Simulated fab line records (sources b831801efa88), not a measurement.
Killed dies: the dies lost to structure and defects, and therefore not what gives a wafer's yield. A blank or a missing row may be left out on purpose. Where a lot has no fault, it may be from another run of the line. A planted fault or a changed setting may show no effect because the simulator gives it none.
fab line records	flow sfq_line
record lots=15	wafers=45	last_day=85
route steps=325 shown M7@282
lots with no fault: from the same line, run without faults
start_h: start of the lot's first displayed wafer, in hours after the record's first day	wait_h: how many hours have passed since the lot's step before this one	" repeats the value in the row above	L1.1+2: one row covering several wafers at once	- value missing, or start not given	* or withheld: withheld	< > ~ a bound
route shown NAME@n: a module of which the file shows steps, and the number in the route of the first	usual: mean/standard deviation taken from wafers without a fault	same: alike in all rows	chamber/n: place in a boat	sites: the reading at each site	_std_site: the standard deviation of these	_edge_site: outer sites' mean less inner sites'	radius_mm: for every site, how far away it sits from the centre of the wafer	mask NAME#n: copy n	behind: the tool/chamber that last shaped the wafer	hold: why the lot went on hold/how many hours it stayed there/how the hold came to an end	device: transistor that didn't switch, given as n, p or np	end of line: the same wafers' tests at the end of the route	step lacking rows: just its recipe	killed: dies that structure and defects cost at the first sort, which is not the same as the wafer's yield	map: shows each die of a wafer: x if killed, . if not, _ if none is there
set.NAME: setting as actually run; set.NAME@STEP: the setting as run at that earlier step	model.NAME: the simulator's own value behind a step, which no gauge read
a sample of lots followed through the steps of the route, with each step as a table and each wafer as a row
services: when a tool's chamber went out of use (start_h, in hours from the record's first day, below 0 if earlier), for how many hours, and the reason
## steps
# step SFQ_TRILAYER_M7_DEP_SPUTTER_175
# recipe material=Nb	base_pressure_pa=1.33e-06	chamber_pressure_pa=0.1333	substrate_temp_c=20	target_thk_nm=200	power_w=2000	time_s=133.3
# usual throttle_valve_pct=30.5/1.2
lot.wafer	tool	chamber	start_h	wait_h	throttle_valve_pct
L243.1	pvd_sputter-05	-	1679.52	0.0	28.5
L243.2	"	-	"	"	30.7
L243.6	"	-	"	"	30.8
L245.3	pvd_sputter-05	-	1686.61	0.0	28.6
L245.5	"	-	"	"	30.7
L245.6	"	-	"	"	30.7
L245.3	pvd_sputter-05	-	1686.86	0.2	28.8
L245.5	"	-	"	"	30.4
L245.6	"	-	"	"	30.9
L246.2	pvd_sputter-04	-	1690.21	0.0	31.7
L246.3	"	-	"	"	28.6
L246.5	"	-	"	"	32.0
L248.4	pvd_sputter-04	-	1733.71	0.0	29.8
L248.5	"	-	"	"	32.0
L248.6	"	-	"	"	31.9
L252.2	pvd_sputter-04	-	1752.86	0.0	32.0
L252.4	"	-	"	"	28.3
L252.6	"	-	"	"	29.7
L252.2	pvd_sputter-04	-	1753.11	0.2	31.9
L252.4	"	-	"	"	28.5
L252.6	"	-	"	"	29.9
L255.1	pvd_sputter-05	-	1777.11	0.0	28.9
L255.4	"	-	"	"	30.6
L255.6	"	-	"	"	30.5
L255.1	pvd_sputter-05	-	1777.36	0.2	28.8
L255.4	"	-	"	"	30.6
L255.6	"	-	"	"	30.5
L256.1	pvd_sputter-04	-	1779.51	0.0	32.3
L256.2	"	-	"	"	30.0
L256.6	"	-	"	"	28.5
L258.1	pvd_sputter-03	-	1796.43	0.0	31.0
L258.4	"	-	"	"	29.7
L258.6	"	-	"	"	30.8
L259.3	pvd_sputter-05	-	1801.23	0.0	28.6
L259.4	"	-	"	"	30.3
L259.6	"	-	"	"	30.6
L260.2	pvd_sputter-03	-	1803.03	0.0	29.6
L260.4	"	-	"	"	30.7
L260.5	"	-	"	"	29.5
L261.4	pvd_sputter-03	-	1809.63	0.0	32.2
L261.5	"	-	"	"	29.5
L261.6	"	-	"	"	32.3
L262.1	pvd_sputter-04	-	1818.03	0.0	29.9
L262.2	"	-	"	"	31.8
L262.6	"	-	"	"	30.2
L263.2	pvd_sputter-05	-	1819.23	0.0	28.6
L263.3	"	-	"	"	30.6
L263.6	"	-	"	"	30.5
L264.1	pvd_sputter-03	-	1821.65	0.0	29.7
L264.2	"	-	"	"	31.0
L264.3	"	-	"	"	29.5
L266.1	pvd_sputter-04	-	1856.29	0.0	29.8
L266.5	"	-	"	"	32.2
L266.6	"	-	"	"	32.3
# step SFQ_M7_RS_MEAS_943
# recipe thk_meas_gauge=four-point-probe	reads=Nb_of_TRILAYER_M7_DEP_SPUTTER_175
# usual M7_NB_RS=0.888/0.0097
lot.wafer	tool	chamber	start_h	wait_h	M7_NB_RS[ohm/sq]
L243.1	film_metro-01	-	1679.61	0.0	0.904
L243.2	"	-	"	"	0.901
L243.6	"	-	"	"	0.905
L245.3	film_metro-02	-	1687.00	0.1	0.447
L245.5	"	-	"	"	0.438
L245.6	"	-	"	"	0.444
L246.2	film_metro-04	-	1690.32	0.1	0.896
L246.3	"	-	"	"	0.895
L246.5	"	-	"	"	0.898
L248.4	film_metro-01	-	1733.86	0.1	0.884
L248.5	"	-	"	"	0.879
L248.6	"	-	"	"	0.887
L252.2	film_metro-04	-	1753.23	0.1	0.439
L252.4	"	-	"	"	0.438
L252.6	"	-	"	"	0.441
L255.1	film_metro-02	-	1777.46	0.0	0.441
L255.4	"	-	"	"	0.437
L255.6	"	-	"	"	0.434
L256.1	film_metro-02	-	1779.60	0.0	0.894
L256.2	"	-	"	"	0.896
L256.6	"	-	"	"	0.886
L258.1	film_metro-01	-	1796.52	0.0	0.869
L258.4	"	-	"	"	0.873
L258.6	"	-	"	"	0.866
L259.3	film_metro-04	-	1801.36	0.1	0.887
L259.4	"	-	"	"	0.866
L259.6	"	-	"	"	0.875
L260.2	film_metro-02	-	1803.14	0.1	0.870
L260.4	"	-	"	"	0.885
L260.5	"	-	"	"	0.891
L261.4	film_metro-01	-	1809.78	0.1	0.903
L261.5	"	-	"	"	0.897
L261.6	"	-	"	"	0.898
L262.1	film_metro-04	-	1818.12	0.0	0.895
L262.2	"	-	"	"	0.898
L262.6	"	-	"	"	0.898
L263.2	film_metro-01	-	1819.34	0.1	0.906
L263.3	"	-	"	"	0.897
L263.6	"	-	"	"	0.891
L264.1	film_metro-04	-	1821.74	0.0	0.878
L264.2	"	-	"	"	0.884
L264.3	"	-	"	"	0.894
L266.1	film_metro-04	-	1856.38	0.0	0.882
L266.5	"	-	"	"	0.873
L266.6	"	-	"	"	0.878
# step SFQ_TRILAYER_M7_ETCH_METAL_ETCH_180
# recipe target=Nb	stop_on=SiO2	mask_material=PR	chemistry=Cl2/Ar	target_depth_nm=240	icp_w=600	bias_w=80	pressure_mtorr=10	time_s=120
# usual drypump_motor_current_A=5.9/0.46	oes_product_au=0.895/0.0082
lot.wafer	tool	chamber	start_h	wait_h	drypump_motor_current_A	oes_product_au	rf_hours_counter_h
L243.1	rie_metal-02	0	1749.56	0.0	6.7	0.883	60
L243.2	"	1	"	"	5.4	0.881	55
L243.6	"	0	"	"	6.7	0.884	-
L245.3	rie_metal-03	0	1760.65	0.1	5.2	1.006	-
L245.5	"	1	"	"	6.0	1.017	-
L245.6	"	0	"	"	5.2	1.011	-
L246.2	rie_metal-03	1	1764.21	0.0	6.0	0.890	99
L246.3	"	0	"	"	5.1	0.892	-
L246.5	"	1	"	"	5.9	0.891	-
L248.4	rie_metal-01	0	1825.58	0.1	5.9	0.900	-
L248.5	"	0	"	"	5.9	0.892	-
L248.6	"	1	"	"	6.2	0.899	-
L252.2	rie_metal-02	1	1854.20	0.0	5.4	0.990	67
L252.4	"	0	"	"	6.7	1.008	-
L252.6	"	1	"	"	5.4	0.979	-
L255.1	rie_metal-01	0	1875.92	0.0	5.9	1.001	83
L255.4	"	1	"	"	6.2	0.986	-
L255.6	"	0	"	"	5.9	0.985	-
L256.1	rie_metal-01	1	1878.32	0.0	6.2	0.896	8
L256.2	"	0	"	"	5.9	0.893	84
L256.6	"	1	"	"	6.1	0.896	-
L258.1	rie_metal-01	1	1903.52	0.0	6.2	0.913	11
L258.4	"	0	"	"	5.9	0.899	-
L258.6	"	0	"	"	5.9	0.905	-
L259.3	rie_metal-02	0	1905.96	0.1	6.7	0.887	-
L259.4	"	1	"	"	5.4	0.903	-
L259.6	"	1	"	"	5.4	0.898	-
L260.2	rie_metal-01	1	1907.12	0.0	6.2	0.908	11
L260.4	"	0	"	"	5.9	0.890	-
L260.5	"	1	"	"	6.2	0.902	-
L261.4	rie_metal-03	1	1914.49	0.1	6.0	0.887	-
L261.5	"	0	"	"	5.1	0.886	-
L261.6	"	1	"	"	6.0	0.893	-
L262.1	rie_metal-03	1	1921.65	0.0	6.0	0.888	117
L262.2	"	0	"	"	5.1	0.884	12
L262.6	"	1	"	"	6.0	0.883	-
L263.2	rie_metal-01	0	1922.85	0.0	6.0	0.888	89
L263.3	"	1	"	"	6.2	0.884	-
L263.6	"	1	"	"	6.2	0.880	-
L264.1	rie_metal-03	0	1925.25	0.0	5.1	0.904	13
L264.2	"	1	"	"	6.0	0.897	118
L264.3	"	1	"	"	5.9	0.889	-
L266.1	rie_metal-03	0	1961.89	0.0	5.1	0.897	19
L266.5	"	1	"	"	6.0	0.905	-
L266.6	"	0	"	"	5.2	0.905	-
## services
tool	chamber	start_h	hours	kind
rie_metal-03	0	1671.49	21.4	repair
rie_metal-03	0	1703.34	18.9	repair
pvd_sputter-05	-	1704.98	7.5	repair
pvd_sputter-05	-	1737.16	18.5	repair
rie_metal-01	1	1785.09	-	clean
rie_metal-01	1	1785.09	-	consumable_replace:esc
rie_metal-01	1	1785.09	-	consumable_replace:focus_ring
rie_metal-01	1	1785.09	21.9	scheduled_down
rie_metal-01	1	1785.09	21.9	vent_cycle
pvd_sputter-04	3	1792.11	-	consumable_replace:kit
pvd_sputter-04	3	1792.11	18.0	scheduled_down
pvd_sputter-04	3	1792.11	18.0	vent_cycle
pvd_sputter-03	-	1794.58	1.3	repair
rie_metal-03	0	1799.75	-	clean
rie_metal-03	0	1799.75	-	consumable_replace:focus_ring
rie_metal-03	0	1799.75	14.4	scheduled_down
pvd_sputter-04	-	1816.07	0.5	repair
pvd_sputter-05	0	1875.80	-	consumable_replace:kit
pvd_sputter-05	0	1875.80	18.0	scheduled_down
pvd_sputter-05	0	1875.80	18.0	vent_cycle
pvd_sputter-03	-	1898.93	4.1	repair
pvd_sputter-03	-	1916.73	5.1	repair
rie_metal-02	1	1941.13	14.3	repair
rie_metal-01	0	1941.27	26.9	repair
## key
first_sign step=SFQ_TRILAYER_M7_DEP_SPUTTER_175	reading=visit	direction=added
effect step=SFQ_M7_RS_MEAS_943	reading=M7_NB_RS	direction=down	sigmas=46	usual=0.888	struck=0.440
effect step=SFQ_TRILAYER_M7_ETCH_METAL_ETCH_180	reading=oes_product_au	direction=up	sigmas=13	usual=0.895	struck=0.998
met_at SFQ_TRILAYER_M7_DEP_SPUTTER_175
struck_lots L245,L252,L255
fault kind=repeated_step_whole	tool=pvd_sputter-03,pvd_sputter-04,pvd_sputter-05	chamber=-	onset_h=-	steps=SFQ_TRILAYER_M7_DEP_SPUTTER_175	times=1	scope=struck_lots_only
